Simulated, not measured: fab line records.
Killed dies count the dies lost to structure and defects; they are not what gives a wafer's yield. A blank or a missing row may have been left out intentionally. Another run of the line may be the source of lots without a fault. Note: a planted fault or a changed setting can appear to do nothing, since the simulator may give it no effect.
Which tool did it? + flow sky130 + Sampling: 13 lots, 39 wafers, 4 of 708 route steps

== WHAT THE GAUGES READ, wafer by wafer ==
SKY_VT_ADJUST_HVTR_CD_MEAS_07: target cd 380 nm.
| lot  | measured     | on       | cdNm (nm)         |
|------|--------------|----------|-------------------|
| L130 | day 9 12:06  | cdSem-01 | 376.3 377.6 378.8 |
| L131 | day 9 14:38  | cdSem-02 | 380.8 378.9 380.9 |
| L132 | day 10 02:41 | cdSem-02 | 384.1 384.6 383.8 |
| L134 | day 10 17:26 | cdSem-02 | 375.2 377.2 379.4 |
| L136 | day 11 09:57 | cdSem-02 | 379.1 378.2 377.4 |
| L138 | day 11 22:47 | cdSem-02 | 376.2 377.1 377.8 |
| L139 | day 12 02:36 | cdSem-01 | 376.9 379.5 375.9 |
| L140 | day 12 10:48 | cdSem-01 | 380.3 379.8 382.1 |
| L148 | day 15 09:25 | cdSem-02 | 382.9 384.4 385.2 |
| L149 | day 15 11:43 | cdSem-01 | 383.7 384.1 381.5 |
| L151 | day 16 03:00 | cdSem-02 | 382.7 383.3 382.1 |
| L152 | day 16 06:32 | cdSem-02 | 379.4 379.2 378.6 |
| L153 | day 16 14:17 | cdSem-01 | 379.3 380.2 381.2 |

SKY_VT_ADJUST_PCH_TW_MEAS_10.
| lot  | measured     | on           | VT_ADJUST_PCH_TW  |
|------|--------------|--------------|-------------------|
| L130 | day 10 11:13 | filmMetro-01 | 145.8 146.4 145.9 |
| L131 | day 10 13:34 | filmMetro-02 | 142.2 142.4 142.0 |
| L132 | day 11 01:43 | filmMetro-04 | 140.9 140.1 140.6 |
| L134 | day 11 18:05 | filmMetro-02 | 142.9 142.0 142.0 |
| L136 | day 12 10:58 | filmMetro-01 | 146.1 146.5 146.5 |
| L138 | day 13 00:22 | filmMetro-02 | 142.3 142.4 142.8 |
| L139 | day 13 03:36 | filmMetro-01 | 144.4 144.8 144.9 |
| L140 | day 13 12:45 | filmMetro-01 | 144.7 145.2 145.0 |
| L148 | day 16 13:11 | filmMetro-02 | 142.0 142.1 142.3 |
| L149 | day 16 15:53 | filmMetro-02 | 140.5 142.3 141.4 |
| L151 | day 17 07:46 | filmMetro-04 | 140.2 140.9 140.6 |
| L152 | day 17 11:19 | filmMetro-01 | 146.0 145.0 145.4 |
| L153 | day 17 19:34 | filmMetro-04 | 139.6 140.2 139.4 |

== TOOL THAT RAN EACH LOT (tool first, then ch and the chambers of the sampled wafers, then the start) ==
| lot  | SKY_VT_ADJUST_NCORE_STRIP_10        | SKY_VT_ADJUST_HVTR_DEVELOP_06    |
|------|-------------------------------------|----------------------------------|
| L130 | plasmaAsher-02 ch 0,1, day 8 14:58  | lithoTrack-01 ch 0, day 9 11:57  |
| L131 | plasmaAsher-01 ch 0, day 8 17:44    | lithoTrack-02 ch 0, day 9 14:29  |
| L132 | plasmaAsher-01 ch 0, day 9 05:18    | lithoTrack-02 ch 0, day 10 02:32 |
| L134 | plasmaAsher-03 ch 0,1, day 9 19:14  | lithoTrack-02 ch 0, day 10 17:17 |
| L136 | plasmaAsher-03 ch 0, day 10 10:42   | lithoTrack-01 ch 0, day 11 09:48 |
| L138 | plasmaAsher-03 ch 0,1, day 10 23:39 | lithoTrack-02 ch 0, day 11 22:38 |
| L139 | plasmaAsher-02 ch 0,1, day 11 03:14 | lithoTrack-01 ch 0, day 12 02:27 |
| L140 | plasmaAsher-03 ch 0,1, day 11 10:34 | lithoTrack-01 ch 0, day 12 10:39 |
| L148 | plasmaAsher-02 ch 0,1, day 14 06:58 | lithoTrack-01 ch 0, day 15 09:10 |
| L149 | plasmaAsher-02 ch 1, day 14 09:40   | lithoTrack-01 ch 0, day 15 11:34 |
| L151 | plasmaAsher-02 ch 0,1, day 15 00:29 | lithoTrack-01 ch 0, day 16 02:51 |
| L152 | plasmaAsher-02 ch 0, day 15 03:39   | lithoTrack-03 ch 0, day 16 06:23 |
| L153 | plasmaAsher-02 ch 0,1, day 15 11:01 | lithoTrack-02 ch 0, day 16 14:08 |
- SKY_VT_ADJUST_NCORE_STRIP_10: strips in O2/N2.
- SKY_VT_ADJUST_HVTR_DEVELOP_06: develop time 60 s.

== WHAT THE TOOLS THEMSELVES READ (means of the sampled wafers that have a number; where no wafer has one, the mark that the record gives instead) ==
SKY_VT_ADJUST_NCORE_STRIP_10.
| lot  | tool           | chamberPressureMTorr (mTorr) | drypumpMotorCurrentA (A) | oesProductAu (a.u.) | stripTimeToEndpointS (s) |
|------|----------------|------------------------------|--------------------------|---------------------|--------------------------|
| L130 | plasmaAsher-02 | 1500.0                       | 5.5                      | 0.720               | 14.21                    |
| L131 | plasmaAsher-01 | 1500.5                       | 5.8                      | 0.718               | 14.21                    |
| L132 | plasmaAsher-01 | 1500.2                       | 5.8                      | 0.715               | 14.21                    |
| L134 | plasmaAsher-03 | 1500.2                       | 6.0                      | 0.716               | 14.22                    |
| L136 | plasmaAsher-03 | 1500.4                       | 6.4                      | 0.711               | 14.24                    |
| L138 | plasmaAsher-03 | 1499.0                       | 6.0                      | 0.713               | 14.26                    |
| L139 | plasmaAsher-02 | 1500.4                       | 5.6                      | 0.715               | 14.23                    |
| L140 | plasmaAsher-03 | 1499.6                       | 5.5                      | 0.714               | 14.23                    |
| L148 | plasmaAsher-02 | 1500.6                       | 5.6                      | 0.718               | 14.20                    |
| L149 | plasmaAsher-02 | 1500.2                       | 5.4                      | 0.715               | 14.20                    |
| L151 | plasmaAsher-02 | 1501.3                       | 5.6                      | 0.715               | 14.24                    |
| L152 | plasmaAsher-02 | 1500.9                       | 5.7                      | 0.716               | 14.14                    |
| L153 | plasmaAsher-02 | 1499.7                       | 5.5                      | 0.714               | 14.19                    |

SKY_VT_ADJUST_HVTR_DEVELOP_06.
| lot  | tool          | developerTempC (C) |
|------|---------------|--------------------|
| L130 | lithoTrack-01 | 22.97              |
| L131 | lithoTrack-02 | 23.01              |
| L132 | lithoTrack-02 | 23.01              |
| L134 | lithoTrack-02 | 22.97              |
| L136 | lithoTrack-01 | 22.93              |
| L138 | lithoTrack-02 | 22.99              |
| L139 | lithoTrack-01 | 23.19              |
| L140 | lithoTrack-01 | 22.99              |
| L148 | lithoTrack-01 | 22.09              |
| L149 | lithoTrack-01 | 22.14              |
| L151 | lithoTrack-01 | 21.93              |
| L152 | lithoTrack-03 | 22.96              |
| L153 | lithoTrack-02 | 22.95              |

== THE ANSWER, worked out from the rows above alone ==
Rule: the usual values come from the lots themselves. The widest of any qualifying gaps counts: lots, ordered by their means at a reading, are off when they make up no more than a third of the lots, leave a main group of 4 or more, and stand apart from it by 3 or more times the standard deviation of that group's means. A main group whose means are all the same, to the digits that the tables above print for the reading, isn't used. A lot without any number at a reading at which 4 lots or more have one is off too. Any other lot the step has rows for is counted as sound. The gauges are gone through in route order, then the tools' own readings, and for those a lot's mean is taken as printed above. The first step at which some lot is off is used, and at that step the reading that is off furthest; a lot without a number counts as furthest.
Off at SKY_VT_ADJUST_HVTR_DEVELOP_06 (developerTempC): L148, L149, L151. The main group has a mean of 23.00 C with a standard deviation of 0.069.
If a tool, at that step or one of the process steps before it, ran each lot that is off and ran no sound lot following the first of them, it fits. One candidate fits, namely lithoTrack-01 at SKY_VT_ADJUST_HVTR_DEVELOP_06. Its last sound lot is L140 (day 12 10:39), its first lot that is off L148 (day 15 09:10): a fault that began between those two fits.
On the lots that are off, the tool's own readings at SKY_VT_ADJUST_HVTR_DEVELOP_06 differ by more than 5 times the standard deviation of the sound lots' means, which bears it out; developerTempC reads 22.05 C there versus 23.00 C on the sound lots.

== WHAT THE SIMULATOR HAD PUT IN ==
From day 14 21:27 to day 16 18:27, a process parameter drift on lithoTrack-01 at SKY_VT_ADJUST_HVTR_DEVELOP_06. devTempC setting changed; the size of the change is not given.
Lots struck among those shown: L148, L149, L151. The rule given above showed the same thing.
